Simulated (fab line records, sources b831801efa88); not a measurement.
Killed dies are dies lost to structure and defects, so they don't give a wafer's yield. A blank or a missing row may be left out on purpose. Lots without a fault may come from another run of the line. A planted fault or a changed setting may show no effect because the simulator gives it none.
Which tool did it? | flow gf180mcu | 11 lots, 32 wafers sampled, at 2 steps of a route of 602

WHAT THE GAUGES READ, wafer by wafer
GF_M3_CD_MEAS_14: target cd 280 nm.
lot  | measured     | on        | cd_nm (nm)
L114 | day 21 08:38 | cd_sem-02 | 279.8 279.1 279.3
L115 | day 21 20:56 | cd_sem-01 | 280.8 279.9 281.7
L117 | day 22 17:47 | cd_sem-01 | 278.8 278.2 278.5
L118 | day 22 18:54 | cd_sem-01 | 278.9 280.6 279.8
L120 | day 23 11:16 | cd_sem-02 | 279.6 280.5 279.4
L127 | day 26 02:34 | cd_sem-02 | 282.4 282.5 282.9
L128 | day 26 20:42 | cd_sem-02 | 281.1 281.0 280.6
L131 | day 28 01:56 | cd_sem-02 | 277.8 278.6
L133 | day 28 17:56 | cd_sem-02 | 278.6 278.6 279.3
L135 | day 29 04:01 | cd_sem-01 | 278.1 279.5 279.6
L136 | day 29 04:23 | cd_sem-01 | 280.2 279.9 280.2

GF_V3_THK_MEAS_03.
lot  | measured     | on            | V3_CVD_02_THK (nm)
L114 | day 21 09:41 | film_metro-02 | 854 859 861
L115 | day 21 22:05 | film_metro-03 | 850 848 868
L117 | day 22 18:48 | film_metro-03 | 861 858 841
L118 | day 22 19:56 | film_metro-01 | 848 836 872
L120 | day 23 12:17 | film_metro-02 | 844 859 876
L127 | day 26 03:38 | film_metro-02 | 840 854 858
L128 | day 26 21:43 | film_metro-02 | 847 854 844
L131 | day 28 02:56 | film_metro-01 | 854 855
L133 | day 28 18:57 | film_metro-01 | 844 843 852
L135 | day 29 05:02 | film_metro-03 | 840 832 849
L136 | day 29 05:28 | film_metro-02 | 852 875 883

WHICH TOOL RAN EACH LOT (tool, then ch and the chambers of the sampled wafers, then the start)
The record holds no process step before these readings.

WHAT THE TOOLS THEMSELVES READ (means of the sampled wafers that have a number; where no wafer has one, the mark that the record gives instead)
The record holds no such reading with a usual standard deviation.

THE ANSWER, worked out from the rows above alone
Rule: what is usual is taken from the lots themselves. Put in order of their means at a reading, lots are off if they are a third of the lots or fewer, leave a main group of 4 or more, and stand apart from it by a gap of 3 or more times the standard deviation of the main group's means; of several such gaps the widest counts. A main group whose means are all the same, to the digits that the tables above print for the reading, isn't used. A lot without any number at a reading at which 4 lots or more have one is off too. The other lots that the step has rows for count as sound. The gauges are gone through in route order, then the tools' own readings, and for those a lot's mean is taken as printed above. The first step at which some lot is off is used, and at that step the reading that is off furthest; a lot without a number counts as furthest.
No lot is off at any reading shown: from this, nothing can be told.

WHAT THE SIMULATOR HAD PUT IN
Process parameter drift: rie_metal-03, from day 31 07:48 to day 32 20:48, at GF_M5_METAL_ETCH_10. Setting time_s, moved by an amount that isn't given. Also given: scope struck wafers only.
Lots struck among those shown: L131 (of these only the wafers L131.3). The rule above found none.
